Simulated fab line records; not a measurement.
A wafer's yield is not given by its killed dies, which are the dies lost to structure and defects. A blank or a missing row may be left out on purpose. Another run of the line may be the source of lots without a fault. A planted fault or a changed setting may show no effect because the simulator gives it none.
Split-lot experiment + flow gf180mcu + on a route of 602 steps: 5 lots, 23 wafers read

== THE SPLIT ==
At GF_NSD_DEVELOP_06 (develop time 60 s), the setting develop time s was moved away from the recipe's 60 s on 9 of the 23 wafers read, by -11.4% to +14.9%. For the rest of the wafers, this setting stayed at what the recipe calls for.

The file shows no step between the split and the reading.

== THE READING ==
At GF_NSD_CD_MEAS_07: cd nm in nanometres, against a target cd of 400 nm. A value of 398.4 nm with a standard deviation of 2.3 nm is what fault-free wafers of this fab line usually give.

| wafer  | tool, chamber at the split | develop time s as run, s | against the recipe | cd nm, nm | against lot-mates on the recipe |
|--------|----------------------------|--------------------------|--------------------|-----------|---------------------------------|
| L076.1 | litho track-04, 0          | 60                       | recipe             | 396.9     | -                               |
| L076.5 | litho track-04, 0          | 60                       | recipe             | 394.7     | -                               |
| L076.6 | litho track-04, 0          | 60                       | recipe             | 396.5     | -                               |
| L078.1 | litho track-01, 0          | 60                       | recipe             | 398.3     | -                               |
| L078.2 | litho track-01, 0          | 68.94                    | +14.9%             | 410.2     | +12.0                           |
| L078.4 | litho track-01, 0          | 68.94                    | +14.9%             | 410.9     | +12.7                           |
| L078.5 | litho track-01, 0          | 60                       | recipe             | 398.1     | -                               |
| L078.6 | litho track-01, 0          | 60                       | recipe             | 398.2     | -                               |
| L082.1 | litho track-02, 0          | 60                       | recipe             | 400.4     | -                               |
| L082.2 | litho track-02, 0          | 53.15                    | -11.4%             | 388.3     | -12.8                           |
| L082.3 | litho track-02, 0          | 60                       | recipe             | 401.9     | -                               |
| L082.4 | litho track-02, 0          | 53.15                    | -11.4%             | 389.6     | -11.5                           |
| L082.5 | litho track-02, 0          | 60                       | recipe             | 401.1     | -                               |
| L083.2 | litho track-02, 0          | 60                       | recipe             | 395.3     | -                               |
| L083.3 | litho track-02, 0          | 65.12                    | +8.5%              | 401.9     | +7.4                            |
| L083.4 | litho track-02, 0          | 60                       | recipe             | 395.2     | -                               |
| L083.5 | litho track-02, 0          | 60                       | recipe             | 393.0     | -                               |
| L083.6 | litho track-02, 0          | 65.12                    | +8.5%              | 403.8     | +9.3                            |
| L084.2 | litho track-02, 0          | 53.6                     | -10.7%             | 388.8     | -12.3                           |
| L084.3 | litho track-02, 0          | 60                       | recipe             | 400.9     | -                               |
| L084.4 | litho track-02, 0          | 60                       | recipe             | 401.3     | -                               |
| L084.5 | litho track-02, 0          | 53.6                     | -10.7%             | 389.5     | -11.6                           |
| L084.6 | litho track-02, 0          | 53.6                     | -10.7%             | 391.9     | -9.2                            |

THE FIT
A straight line over all 23 wafers: cd nm changes by +0.769 nm for each +1% of develop time s; r = +0.92; the points scatter about the line by 2.4 nm.
The same after taking each lot's own level away (the mean of its wafers on the recipe; 23 wafers): +0.956 nm for each +1%; r = +0.99; scatter 1.1 nm.
On that fit, the largest move of develop time s shifts the reading by 14 nm.
Across the lots, their own levels run from 394.50 to 401.13 nm, a range of 2.9 times the standard deviation given above.
So the lot-to-lot level changes the slope: the two fits differ.
Check: +14.5 nm against its lot-mates is what the line predicts for one of the wafers moved furthest among these (+14.9%) when that wafer is left out of the fit. It came out at +12 nm against them.

== THE OTHER SPLITS THESE WAFERS WENT THROUGH ==
Before the reading, these wafers also passed through other splits. Each is held against what the fit with the lots' levels taken away leaves over:
| other split on the same wafers  | wafers away from the commonest value | r with cd nm (lot level and that fit taken away) |
|---------------------------------|--------------------------------------|--------------------------------------------------|
| GF_VT_IMPLANT_COAT_35 spin rpm  | 4                                    | -0.22                                            |
| GF_DUAL_GATE_SOFTBAKE_07 temp c | 12                                   | +0.29                                            |
| GF_HV_LDD_EXPOSE_04 dose mj     | 8                                    | -0.09                                            |
| GF_HV_LDD_DEVELOP_06 dev temp c | 9                                    | -0.04                                            |
| GF_HV_LDD_EXPOSE_16 dose mj     | 8                                    | -0.04                                            |
| GF_HV_LDD_IMPLANT_36 dose cm2   | 10                                   | +0.15                                            |
| GF_HV_LDD_SOFTBAKE_42 time s    | 8                                    | +0.11                                            |

== THE FILE'S OWN FIT ==
cd nm changes by +0.948 nm for each +1% of develop time s, r = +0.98.
